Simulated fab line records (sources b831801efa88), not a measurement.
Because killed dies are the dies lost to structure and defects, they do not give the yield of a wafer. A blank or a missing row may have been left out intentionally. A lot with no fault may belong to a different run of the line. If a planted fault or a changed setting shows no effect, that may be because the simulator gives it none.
Which tool is to blame?    flow sky130    15 lots with 43 wafers sampled at 6 steps, on a route of 708 steps

== WHAT EACH GAUGE READ, for each wafer ==
SKY_CONTACT_THK_MEAS_26: measures by xrf.
lot   measured      on             CONTACT_W_THK (nm)
L334  day 31 10:47  film_metro-01  338 338 337
L335  day 33 05:08  film_metro-01  328 337 333
L336  day 33 05:17  film_metro-02  347 350 345
L337  day 36 12:19  film_metro-02  332 329 332
L338  day 36 13:17  film_metro-03  331 330 330
L342  day 36 15:17  film_metro-02  340 347 346
L340  day 36 16:26  film_metro-02  335 334
L347  day 36 23:32  film_metro-02  336 331 339
L346  day 37 01:06  film_metro-03  327 326
L348  day 37 01:16  film_metro-02  333 347 342
L349  day 37 01:36  film_metro-01  337 339 336
L351  day 37 04:35  film_metro-02  340 337 337
L353  day 37 15:05  film_metro-03  341 328 338
L354  day 37 19:11  film_metro-02  328 327 331
L355  day 38 01:41  film_metro-03  337 340 327

SKY_METAL1_RS_MEAS_05: measures by four-point-probe.
lot   measured      on             METAL1_ALCU_RS (ohm/sq)
L334  day 31 11:17  film_metro-01  0.1260 0.1257 0.1279
L335  day 33 05:40  film_metro-01  0.1261 0.1278 0.1291
L336  day 33 05:52  film_metro-03  0.1244 0.1259 0.1277
L337  day 36 12:49  film_metro-04  0.1256 0.1272 0.1249
L338  day 36 13:48  film_metro-01  0.1269 0.1265 0.1254
L342  day 36 15:47  film_metro-04  0.0800 0.0807 0.1275
L340  day 36 16:56  film_metro-04  0.0798 0.1259
L347  day 37 00:04  film_metro-04  0.1244 0.1268 0.1245
L346  day 37 01:36  film_metro-04  0.0799 0.1254
L348  day 37 01:46  film_metro-03  0.1267 0.1260 0.1271
L349  day 37 02:07  film_metro-01  0.1258 0.1267 0.1272
L351  day 37 05:05  film_metro-04  0.1270 0.1290 0.1284
L353  day 37 15:35  film_metro-04  0.1265 0.1270 0.1299
L354  day 37 19:41  film_metro-03  0.1250 0.1282 0.1251
L355  day 38 02:13  film_metro-04  0.1297 0.1312 0.1324

SKY_METAL1_THK_MEAS_06: measures by xrf.
lot   measured      on             METAL1_ALCU_THK (nm)
L334  day 31 11:24  film_metro-01  244 246 244
L335  day 33 05:47  film_metro-01  245 241 239
L336  day 33 05:59  film_metro-03  251 246 242
L337  day 36 12:56  film_metro-04  248 244 248
L338  day 36 13:55  film_metro-01  242 241 242
L342  day 36 15:54  film_metro-04  384 381 245
L340  day 36 17:03  film_metro-04  386 247
L347  day 37 00:10  film_metro-04  251 246 251
L346  day 37 01:43  film_metro-04  385 248
L348  day 37 01:53  film_metro-03  245 247 243
L349  day 37 02:14  film_metro-01  242 244 241
L351  day 37 05:12  film_metro-04  244 241 243
L353  day 37 15:43  film_metro-04  245 244 239
L354  day 37 19:49  film_metro-03  249 241 252
L355  day 38 02:19  film_metro-04  240 236 234

== EACH LOT AND THE TOOL THAT RAN IT (in order: tool; ch and the chambers of the sampled wafers; start) ==
lot   SKY_CONTACT_SPUTTER_23        SKY_METAL1_SPUTTER_01         SKY_METAL1_SPUTTER_02
L334  pvd_sputter-02, day 31 10:29  pvd_sputter-03, day 31 11:09  pvd_sputter-03, day 31 11:11
L335  pvd_sputter-04, day 33 04:50  pvd_sputter-03, day 33 05:32  pvd_sputter-03, day 33 05:34
L336  pvd_sputter-02, day 33 04:53  pvd_sputter-04, day 33 05:45  pvd_sputter-04, day 33 05:47
L337  pvd_sputter-01, day 36 11:55  pvd_sputter-04, day 36 12:42  pvd_sputter-04, day 36 12:44
L338  pvd_sputter-01, day 36 12:53  pvd_sputter-02, day 36 13:40  pvd_sputter-02, day 36 13:42
L342  pvd_sputter-01, day 36 14:59  pvd_sputter-04, day 36 15:40  pvd_sputter-04, day 36 15:41
L340  pvd_sputter-01, day 36 16:08  pvd_sputter-04, day 36 16:49  pvd_sputter-04, day 36 16:50
L347  pvd_sputter-04, day 36 23:14  pvd_sputter-03, day 36 23:54  pvd_sputter-03, day 36 23:56
L346  pvd_sputter-04, day 37 00:49  pvd_sputter-04, day 37 01:29  pvd_sputter-04, day 37 01:31
L348  pvd_sputter-01, day 37 00:58  pvd_sputter-03, day 37 01:38  pvd_sputter-03, day 37 01:40
L349  pvd_sputter-02, day 37 01:18  pvd_sputter-02, day 37 01:59  pvd_sputter-02, day 37 02:01
L351  pvd_sputter-02, day 37 04:17  pvd_sputter-03, day 37 04:58  pvd_sputter-03, day 37 04:59
L353  pvd_sputter-04, day 37 14:48  pvd_sputter-03, day 37 15:29  pvd_sputter-03, day 37 15:30
L354  pvd_sputter-01, day 37 18:53  pvd_sputter-02, day 37 19:34  pvd_sputter-02, day 37 19:35
L355  pvd_sputter-04, day 38 01:23  pvd_sputter-02, day 38 02:04  pvd_sputter-02, day 38 02:05
- SKY_CONTACT_SPUTTER_23: material TiN, target thk 20 nm, time 80 s.
- SKY_METAL1_SPUTTER_01: material TiN, target thk 20 nm, time 16.7 s.
- SKY_METAL1_SPUTTER_02: material AlCu, target thk 250 nm, time 13.3 s.

== AS READ BY THE TOOLS THEMSELVES (means over the sampled wafers that have a number; for cases with no such wafer, the mark the record gives instead) ==
SKY_CONTACT_SPUTTER_23.
lot   tool            throttle_valve_pct (%)
L334  pvd_sputter-02  30.2
L335  pvd_sputter-04  29.5
L336  pvd_sputter-02  29.9
L337  pvd_sputter-01  29.4
L338  pvd_sputter-01  29.4
L342  pvd_sputter-01  29.4
L340  pvd_sputter-01  29.7
L347  pvd_sputter-04  30.0
L346  pvd_sputter-04  29.6
L348  pvd_sputter-01  29.4
L349  pvd_sputter-02  30.8
L351  pvd_sputter-02  30.2
L353  pvd_sputter-04  29.8
L354  pvd_sputter-01  29.3
L355  pvd_sputter-04  30.0

SKY_METAL1_SPUTTER_01.
lot   tool            throttle_valve_pct (%)
L334  pvd_sputter-03  31.1
L335  pvd_sputter-03  31.4
L336  pvd_sputter-04  30.1
L337  pvd_sputter-04  29.8
L338  pvd_sputter-02  30.8
L342  pvd_sputter-04  30.0
L340  pvd_sputter-04  30.0
L347  pvd_sputter-03  31.6
L346  pvd_sputter-04  30.0
L348  pvd_sputter-03  30.9
L349  pvd_sputter-02  30.2
L351  pvd_sputter-03  31.0
L353  pvd_sputter-03  30.7
L354  pvd_sputter-02  30.0
L355  pvd_sputter-02  29.9

SKY_METAL1_SPUTTER_02.
lot   tool            throttle_valve_pct (%)
L334  pvd_sputter-03  31.0
L335  pvd_sputter-03  31.6
L336  pvd_sputter-04  30.3
L337  pvd_sputter-04  29.8
L338  pvd_sputter-02  30.8
L342  pvd_sputter-04  29.9
L340  pvd_sputter-04  29.9
L347  pvd_sputter-03  31.5
L346  pvd_sputter-04  30.1
L348  pvd_sputter-03  31.0
L349  pvd_sputter-02  30.1
L351  pvd_sputter-03  31.0
L353  pvd_sputter-03  30.9
L354  pvd_sputter-02  29.8
L355  pvd_sputter-02  29.8

== THE ANSWER, worked out from the rows above alone ==
Rule: what is usual is taken from the lots themselves. The widest of any qualifying gaps counts: lots, ordered by their means at a reading, are off when they make up no more than a third of the lots, leave a main group of 4 or more, and stand apart from it by 3 or more times the standard deviation of that group's means. Not used: any main group whose means are identical at the precision the tables above print for the reading. Also off: a lot with no number at a reading for which 4 or more lots have one. Where the step has rows for the other lots, those lots are counted as sound. The gauges are gone through in route order, then the tools' own readings, and for those a lot's mean is taken as printed above. The first step at which some lot is off is used, and at that step the reading that is off furthest; a lot without a number counts as furthest.
Off: L342, L340, L346, seen at SKY_METAL1_RS_MEAS_05 (METAL1_ALCU_RS). The main group: mean 0.1270 ohm/sq, standard deviation 0.0015.
A tool fits if, at a process step before that reading, it ran every lot that is off, and no sound lot after the first of them. Those tools and the gauges at SKY_METAL1_RS_MEAS_05 are tried in the same way. One fits: pvd_sputter-04 at SKY_METAL1_SPUTTER_01 and SKY_METAL1_SPUTTER_02. At SKY_METAL1_SPUTTER_01 its last sound lot is L337 (day 36 12:42), its first lot that is off L342 (day 36 15:40): a fault that began between those two fits.

== WHAT HAD BEEN PUT IN BY THE SIMULATOR ==
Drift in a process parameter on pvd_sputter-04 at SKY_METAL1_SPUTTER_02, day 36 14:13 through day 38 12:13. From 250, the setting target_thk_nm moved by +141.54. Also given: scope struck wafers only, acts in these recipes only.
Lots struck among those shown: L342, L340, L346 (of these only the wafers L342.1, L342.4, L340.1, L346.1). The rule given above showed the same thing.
